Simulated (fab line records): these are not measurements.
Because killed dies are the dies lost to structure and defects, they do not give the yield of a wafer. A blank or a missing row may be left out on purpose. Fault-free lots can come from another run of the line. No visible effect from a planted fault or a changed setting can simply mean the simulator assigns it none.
What tool caused it? ; flow gf180mcu ; 18 wafers from 6 lots sampled at 2 of the route's 602 steps

WHAT THE GAUGES READ, wafer by wafer
GF_HV_LDD_TW_MEAS_11.
lot;measured;on;HV_LDD_TW
L766;day 10 16:01;filmMetro-01;2438 2444 2449
L768;day 11 07:06;filmMetro-03;2467 2476 2473
L770;day 11 18:03;filmMetro-02;2392 2394 2399
L780;day 14 20:32;filmMetro-02;2180 2181 2189
L782;day 15 12:53;filmMetro-03;2489 2477 2466
L787;day 16 23:02;filmMetro-03;2469 2462 2474

EACH LOT AND THE TOOL THAT RAN IT (in order: tool; ch and the chambers of the sampled wafers; start)
lot;GF_HV_LDD_IMPLANT_09
L766;implanter-02 ch 0, day 10 15:47
L768;implanter-01 ch 0, day 11 06:53
L770;implanter-03 ch 0, day 11 17:49
L780;implanter-02 ch 0, day 14 20:17
L782;implanter-03 ch 0, day 15 12:39
L787;implanter-01 ch 0, day 16 22:47
- GF_HV_LDD_IMPLANT_09

THE ANSWER, worked out from the rows above alone
Rule: usual is defined by the lots themselves. The widest of any qualifying gaps counts: lots, ordered by their means at a reading, are off when they make up no more than a third of the lots, leave a main group of 4 or more, and stand apart from it by 3 or more times the standard deviation of that group's means. Not used: any main group whose means are identical at the precision the tables above print for the reading. Also off: a lot with no number at a reading for which 4 or more lots have one. Any other lot the step has rows for is counted as sound.
Off: at GF_HV_LDD_TW_MEAS_11 (HV_LDD_TW), L780. Mean 2451 and standard deviation 30 in the main group.
If a tool, at a process step before that reading, ran all the lots that are off and no sound lot after the first of them, it fits. Gauges at GF_HV_LDD_TW_MEAS_11: tried the same way as those tools. Undecided on this evidence; 2 tools fit (implanter-02 at GF_HV_LDD_IMPLANT_09, filmMetro-02 at GF_HV_LDD_TW_MEAS_11).

WHAT HAD BEEN PUT IN BY THE SIMULATOR
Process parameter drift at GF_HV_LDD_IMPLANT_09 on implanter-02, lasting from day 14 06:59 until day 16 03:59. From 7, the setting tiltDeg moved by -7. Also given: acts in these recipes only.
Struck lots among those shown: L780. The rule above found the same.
